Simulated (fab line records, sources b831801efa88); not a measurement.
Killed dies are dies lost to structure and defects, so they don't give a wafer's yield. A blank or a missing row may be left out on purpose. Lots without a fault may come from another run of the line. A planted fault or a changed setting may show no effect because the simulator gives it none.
fab line records | flow sky130
record lots=6 wafers=18 last_day=50
route steps=708 shown NWELL@79 PWDE@84 VT_ADJUST_HVTP@85 PAD_OPEN@708
lots that met no fault: from a run of the same line without faults
start_h: hours from the record's first day to the start of the lot's first wafer shown | wait_h: hours since the lot's step before | " the same as in the row above | L1.1+2: a row that stands for several wafers | - no value, or no start given | * or withheld: withheld | < > ~ a bound
route shown NAME@n: a module of which the file shows steps, and the number in the route of the first | usual: mean/standard deviation of fault-free wafers | same: alike in all rows | chamber/n: place in a boat | sites: the reading at each site | _std_site: their standard deviation | _edge_site: outer sites' mean less inner sites' | radius_mm: how far each site lies from the wafer's centre | mask NAME#n: copy n | behind: the tool/chamber that last shaped the wafer | hold: why the lot was held/for how many hours/how that ended | device: the transistor (n, p or np) that didn't switch | end of line: the same wafers' tests at the end of the route | a step without rows: its recipe alone | killed: dies lost to structure and defects at the first sort, not the wafer's yield | map: a wafer's dies, x killed, . not, _ none there
set.NAME: the setting as run; set.NAME@STEP: as run at that earlier step | model.NAME: the simulator's own value behind a step, which no gauge read
lots at some steps of the route; a table a step, a row a wafer
services: from which hour (start_h, from the record's first day; less than 0 if before it) a tool's chamber was out of use, for how many hours, and why
## steps
# step SKY_NWELL_TW_MEAS_26
# usual NWELL_2_TW=494.3/2.7
# columns lot.wafer tool chamber start_h wait_h NWELL_2_TW
L712.1 film_metro-03 - 147.68 0.1 492.5
L712.2 " - " " 490.6
L712.5 " - " " 490.2
L716.1 film_metro-01 - 175.78 0.1 493.8
L716.2 " - " " 494.8
L716.4 " - " " 495.3
L724.2 film_metro-01 - 219.55 0.1 497.2
L724.5 " - " " 498.9
L724.6 " - " " 499.2
L726.1 film_metro-01 - 229.28 0.1 498.1
L726.3 " - " " 501.9
L726.5 " - " " 497.0
L727.1 film_metro-01 - 238.68 0.1 497.6
L727.2 " - " " 497.2
L727.3 " - " " 497.5
L728.2 film_metro-04 - 246.10 0.1 489.7
L728.3 " - " " 491.7
L728.6 " - " " 489.9
# step SKY_NWELL_CLEAN_27
# recipe chemistry=SC1/SC2 mix=1:4:20 temp_c=70 time_s=150 dry=n2_spin
# step SKY_NWELL_RTA_28
# recipe temp_c=1050 time_s=30 idle_temp_c=650 ramp_up_c_per_s=150 ramp_down_c_per_s=90 ambient=N2
# usual lamp_power_pct=25.31/0.055 wafer_temp_C_max=1054.8/0.93
# columns lot.wafer tool chamber start_h wait_h lamp_power_pct wafer_temp_C_max
L712.1 rtp_anneal-02 0 147.79 0.0 25.39 1055.6
L712.2 " 0 " " 25.24 1054.3
L712.5 " 0 " " 25.30 1053.3
L716.1 rtp_anneal-02 0 175.89 0.0 25.40 1053.6
L716.2 " 0 " " 25.29 1056.1
L716.4 " 0 " " 25.31 1056.3
L724.2 rtp_anneal-02 0 219.67 0.0 25.27 1055.3
L724.5 " 0 " " 25.24 1054.1
L724.6 " 0 " " 25.23 1055.2
L726.1 rtp_anneal-02 0 229.39 0.0 25.37 1054.9
L726.3 " 0 " " 25.37 1055.3
L726.5 " 0 " " 25.34 1054.0
L727.1 rtp_anneal-01 0 238.79 0.0 25.28 1056.0
L727.2 " 0 " " 25.31 1056.4
L727.3 " 0 " " 25.33 1054.7
L728.2 rtp_anneal-02 0 246.23 0.0 25.31 1054.8
L728.3 " 0 " " 25.29 1055.9
L728.6 " 0 " " 25.24 1054.9
# step SKY_NWELL_RS_MEAS_29
# recipe thk_meas_gauge=four-point-probe
# usual NWELL_RS=624.5/1.7
# columns lot.wafer tool chamber start_h wait_h NWELL_RS[ohm/sq]
L712.1 film_metro-03 - 147.89 0.1 624.6
L712.2 " - " " 620.0
L712.5 " - " " 622.0
L716.1 film_metro-01 - 175.99 0.1 624.9
L716.2 " - " " 626.9
L716.4 " - " " 624.8
L724.2 film_metro-04 - 219.77 0.1 622.1
L724.5 " - " " 621.6
L724.6 " - " " 624.5
L726.1 film_metro-01 - 229.49 0.1 628.5
L726.3 " - " " 628.5
L726.5 " - " " 626.2
L727.1 film_metro-03 - 238.89 0.1 627.6
L727.2 " - " " 623.8
L727.3 " - " " 625.2
L728.2 film_metro-01 - 246.33 0.1 625.7
L728.3 " - " " 627.3
L728.6 " - " " 626.9
# step SKY_NWELL_RS_MEAS_31
# recipe thk_meas_gauge=four-point-probe
# usual PWDE_RS=5275/17
# columns lot.wafer tool chamber start_h wait_h PWDE_RS[ohm/sq]
L712.1 film_metro-03 - 148.13 0.1 5299
L712.2 " - " " 5281
L712.5 " - " " 5293
L716.1 film_metro-01 - 176.23 0.1 5241
L716.2 " - " " 5268
L716.4 " - " " 5260
L724.2 film_metro-04 - 220.01 0.1 5275
L724.5 " - " " 5269
L724.6 " - " " 5279
L726.1 film_metro-01 - 229.73 0.1 5257
L726.3 " - " " 5261
L726.5 " - " " 5277
L727.1 film_metro-03 - 239.13 0.1 5272
L727.2 " - " " 5282
L727.3 " - " " 5281
L728.2 film_metro-01 - 246.57 0.1 5256
L728.3 " - " " 5253
L728.6 " - " " 5257
# step SKY_VT_ADJUST_HVTP_DEHYDRATE_00
# recipe temp_c=200 time_s=60
# step SKY_VT_ADJUST_HVTP_HMDS_01
# recipe prime_time_s=60 prime_temp_c=120
# step SKY_VT_ADJUST_HVTP_COAT_02
# recipe resist=NOVOLAK spin_rpm=3000 resist_thk_nm=1140
# step SKY_VT_ADJUST_HVTP_SOFTBAKE_03
# recipe temp_c=90 time_s=60 resist=NOVOLAK
# step SKY_VT_ADJUST_HVTP_EXPOSE_04
# recipe mask_id=HVTPM na=0.6 source_shape=conventional sigma_outer=0.6 polarization=unpolarized target_cd_nm=380 dose_mj=140
# step SKY_VT_ADJUST_HVTP_PEB_05
# recipe temp_c=withheld time_s=* resist=NOVOLAK
# step SKY_VT_ADJUST_HVTP_DEVELOP_06
# recipe resist=NOVOLAK developer=TMAH develop_time_s=60 dev_temp_c=23
# usual developer_temp_C=22.99/0.11
# columns lot.wafer tool chamber start_h wait_h developer_temp_C
L712.1 litho_track-02 0 168.31 0.1 22.90
L712.2 " 0 " " 22.93
L712.5 " 0 " " 23.01
L716.1 litho_track-01 0 197.02 0.1 22.90
L716.2 " 0 " " 22.88
L716.4 " 0 " " 23.04
L724.2 litho_track-02 0 242.78 0.1 25.30
L724.5 " 0 " " 25.31
L724.6 " 0 " " 25.23
L726.1 litho_track-01 0 251.77 0.1 23.02
L726.3 " 0 " " 23.15
L726.5 " 0 " " 23.08
L727.1 litho_track-02 0 261.96 0.1 25.42
L727.2 " 0 " " 25.45
L727.3 " 0 " " 25.32
L728.2 litho_track-03 0 269.55 0.1 23.07
L728.3 " 0 " " 22.95
L728.6 " 0 " " 23.09
# step SKY_VT_ADJUST_HVTP_CD_MEAS_07
# recipe target_cd_nm=380
# usual cd_nm=380.4/2.9
# columns lot.wafer tool chamber start_h wait_h cd_nm
L712.1 cd_sem-01 - 168.46 0.1 380.5
L712.2 " - " " 380.1
L712.5 " - " " 377.9
L716.1 cd_sem-02 - 197.17 0.1 384.9
L716.2 " - " " 382.9
L716.4 " - " " 381.6
L724.2 cd_sem-01 - 242.93 0.1 374.7
L724.5 " - " " 375.3
L724.6 " - " " 379.2
L726.1 cd_sem-02 - 251.92 0.1 382.1
L726.3 " - " " 382.7
L726.5 " - " " 381.4
L727.1 cd_sem-01 - 262.11 0.1 372.8
L727.2 " - " " 370.6
L727.3 " - " " 372.6
L728.2 cd_sem-01 - 269.70 0.1 381.0
L728.3 " - " " 380.0
L728.6 " - " " 379.0
# step SKY_PAD_OPEN_PROBE_99
# usual killed_at_M0_to_M3=43/6.6 killed_at_M4_up=3.4/1.8 killed_at_contacts=24/4.9 killed_at_front_end=15/4.1 killed_at_other=0.3/0.55 killed_dies=85/8.8 killed_open=46/6.1 killed_short=39/5.7
# same gross_dies=492 killed_at_back_side=0
# columns lot.wafer tool chamber start_h wait_h killed_at_M0_to_M3 killed_at_M4_up killed_at_contacts killed_at_front_end killed_at_other killed_dies killed_open killed_short
L716.1 prober-01 - 1145.70 0.1 47 1 30 18 0 96 49 46
L716.2 prober-01 - 1145.75 0.1 49 5 19 13 0 86 47 39
L716.4 prober-01 - 1145.85 0.2 41 3 24 12 0 80 44 35
L727.1 prober-02 - 1198.16 0.1 41 8 21 9 0 79 43 35
L727.2 prober-02 - 1198.21 0.1 47 5 30 14 0 96 48 48
L727.3 prober-02 - 1198.26 0.2 58 2 18 18 0 96 55 40
# killed by level:class
L716.1 VIA1:geometric_particle:open=13 CONTACT:geometric_particle:open=11 LOCAL_INTERCONNECT:geometric_particle:short=8 METAL1:geometric_particle:short=7 VIA2:geometric_particle:open=7 LI_CONTACT:geometric_particle:open=6 VIA3:geometric_particle:open=5 FIELD_ISO:geometric_particle:short=4
L716.2 VIA3:geometric_particle:open=10 METAL1:geometric_particle:short=7 VIA1:geometric_particle:open=7 LI_CONTACT:geometric_particle:open=6 VIA2:geometric_particle:open=6 VIA3:geometric_particle:short=5 CONTACT:geometric_particle:open=5 CONTACT:geometric_particle:short=4
L716.4 VIA1:geometric_particle:open=9 LI_CONTACT:geometric_particle:open=8 CONTACT:geometric_particle:open=7 VIA3:geometric_particle:open=6 VIA2:geometric_particle:open=6 VIA1:geometric_particle:short=5 METAL1:geometric_particle:short=5 POLY_GATE:geometric_particle:open=4
L727.1 VIA1:geometric_particle:open=9 VIA3:geometric_particle:open=9 CONTACT:geometric_particle:open=8 METAL4:geometric_particle:short=7 LOCAL_INTERCONNECT:geometric_particle:short=6 METAL2:geometric_particle:short=6 VIA2:geometric_particle:open=5 SPACER:geometric_particle:open=4
L727.2 CONTACT:geometric_particle:short=12 VIA1:geometric_particle:open=11 CONTACT:geometric_particle:open=8 METAL2:geometric_particle:short=7 VIA3:geometric_particle:open=7 LI_CONTACT:geometric_particle:open=6 VIA2:geometric_particle:open=6 VIA1:geometric_particle:short=5
L727.3 VIA1:geometric_particle:open=14 FIELD_ISO:geometric_particle:short=9 VIA2:geometric_particle:open=9 VIA3:geometric_particle:open=8 CONTACT:geometric_particle:open=6 METAL3:geometric_particle:short=6 LI_CONTACT:geometric_particle:open=5 FIELD_ISO:geometric_particle:open=4
## services
# columns tool chamber start_h hours kind
rtp_anneal-01 - 138.34 3.9 pm
## key
first_sign step=SKY_VT_ADJUST_HVTP_DEVELOP_06 reading=developer_temp_C direction=up sigmas=21 usual=* struck=*
effect step=SKY_VT_ADJUST_HVTP_CD_MEAS_07 reading=cd_nm direction=down sigmas=2.2 usual=380.4 struck=374.2
met_at SKY_VT_ADJUST_HVTP_DEVELOP_06
struck_wafers L724.2,L724.5,L724.6,L727.1,L727.2,L727.3
rows_end L724.2,L724.5,L724.6
tester_left_out L727
onset_between 168.31 242.78
fault kind=process_parameter_drift tool=litho_track-02 chamber=- onset_h=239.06 steps=SKY_VT_ADJUST_HVTP_DEVELOP_06 channel=dev_temp_c offset=* shape=step end_h=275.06 acts_in=* stated=*
# tester_left_out: of these lots the tester's yield and bins aren't shown, on N5 and GAA mostly nor the transistor test; their killed dies are dies lost to structure and defects alone, not to doping, threshold or leakage, so they don't give the yield
# rows_end: these wafers met a further fault down the route, and their rows from its step on are left out
